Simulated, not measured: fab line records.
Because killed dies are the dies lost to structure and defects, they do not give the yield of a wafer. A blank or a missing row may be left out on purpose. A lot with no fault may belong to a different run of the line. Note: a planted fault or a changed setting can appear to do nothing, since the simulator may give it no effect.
Problem report in the 8D (eight disciplines) form, filled by code	flow gf180mcu	the parts of the form that need people (team, actions taken, sign-off) are left out

1. THE ISSUE
Across 3 wafers from 3 lots, CONTACT_CVD_00_THK at GF_CONTACT_THK_MEAS_01 averages 153 nm, while fault-free wafers read 300 nm with a standard deviation of 3.4. Relative to the usual mean, that is a shift of -43 standard deviations.
The first sign was on wafer L962.3 at day 18 08:59, on film_metro-01. The record holds 39 wafers of 13 lots with a number at this step. Rule for "out" (also "out of limits"): further than 4 standard deviations from the usual mean. Any other wafer with a number is counted as sound.

2. WHAT IT IS, AND WHAT IT ISN'T
question	is	is not
which readings at this step	CONTACT_CVD_00_THK	-
which lots	L962, L963, L964	L954, L955, L956, L957, L960, L972, L973, L974, L975, L976
which wafers of those lots	L962.3, L963.1, L964.2	L962.1, L962.4, L963.4, L963.5, L964.3, L964.4
read on which gauges	film_metro-01, film_metro-04	film_metro-03
when	from day 18 08:59	up to then (17 sound wafers); but 19 sound wafers of L963, L964, L972, L973, L974, L975, L976 came after

3. THE SUSPECTS, EACH WITH WHAT RULES IT OUT
Counting: any tool at a process step up to the reading remains a suspect provided it ran every lot that is out. Sound lots after the first of them don't rule it out here, since some wafers of a struck lot are sound.
- the gauge at GF_CONTACT_THK_MEAS_01 has been ruled out. 2 gauges (film_metro-01, film_metro-04) read the wafers that are out.
- pecvd-04 at GF_SAB_CVD_00 (deposits SiO2 from TEOS, target thk 50 nm, time 4.9302 s): kept. It processed each lot that is out (first: L962, day 17 08:29); up to then, its last sound lot is L956 (day 15 07:48).
- hdpcvd-01 at GF_CONTACT_CVD_00 (deposits SiO2, target thk 300 nm, time 50 s): kept. It processed each lot that is out (first: L962, day 18 08:56); up to then, its last sound lot is L960 (day 17 22:38). On those wafers its own readings are out: sih4_flow_sccm.
- Within hdpcvd-01 at GF_CONTACT_CVD_00: the wafers that are out ran in chamber 0; their sound lot-mates ran in chambers 1, 2.
Left after counting: pecvd-04 at GF_SAB_CVD_00, hdpcvd-01 at GF_CONTACT_CVD_00.

4. THE CAUSE (what the simulator had put in)
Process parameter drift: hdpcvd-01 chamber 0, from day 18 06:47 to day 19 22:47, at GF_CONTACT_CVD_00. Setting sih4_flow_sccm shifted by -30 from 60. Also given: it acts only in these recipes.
After counting, 2 suspects remain, this tool included.

5. THE CHAIN OF EFFECTS, in route order
Each row: a reading where the mean over the struck wafers with a number is more than 3 standard deviations away from the usual. Readings are gone through only where the record gives a usual standard deviation; hours: the median, over the lots, of the time from a lot's start at the first step in this table giving one to that lot's start at this step; sigmas: the change measured in usual standard deviations.
hours	step	reading	usual	on struck wafers	change	sigmas
0	GF_CONTACT_CVD_00	sih4_flow_sccm	60.01 sccm	29.90	-30.11	-99 or more
0	GF_CONTACT_THK_MEAS_01	CONTACT_CVD_00_THK	300 nm	153	-147	-43
-	GF_CONTACT_ETCH_17	oes_product_au	0.815 a.u.	0.740	-0.075	-15
Its process steps:
- GF_CONTACT_CVD_00: deposits SiO2, target thk 300 nm, time 50 s.
- GF_CONTACT_ETCH_17: etches SiO2 in C4F8/O2/Ar, stops on CoSi2, target depth 860 nm.

6. WHAT WOULD HAVE CAUGHT IT SOONER
In this record the first reading out of limits at a measuring or inspecting step was taken at day 18 08:59, 2 hours after the fault began at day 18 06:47.
The tool's own readings at GF_CONTACT_CVD_00 were out on every struck wafer that the step has a row for (sih4_flow_sccm): an alarm limit on them would have fired on the first of those.
L963, L964, from the lots that are out (3), started GF_CONTACT_CVD_00 on hdpcvd-01 later than day 18 08:59. A hold on the tool at that time would have spared those 2.
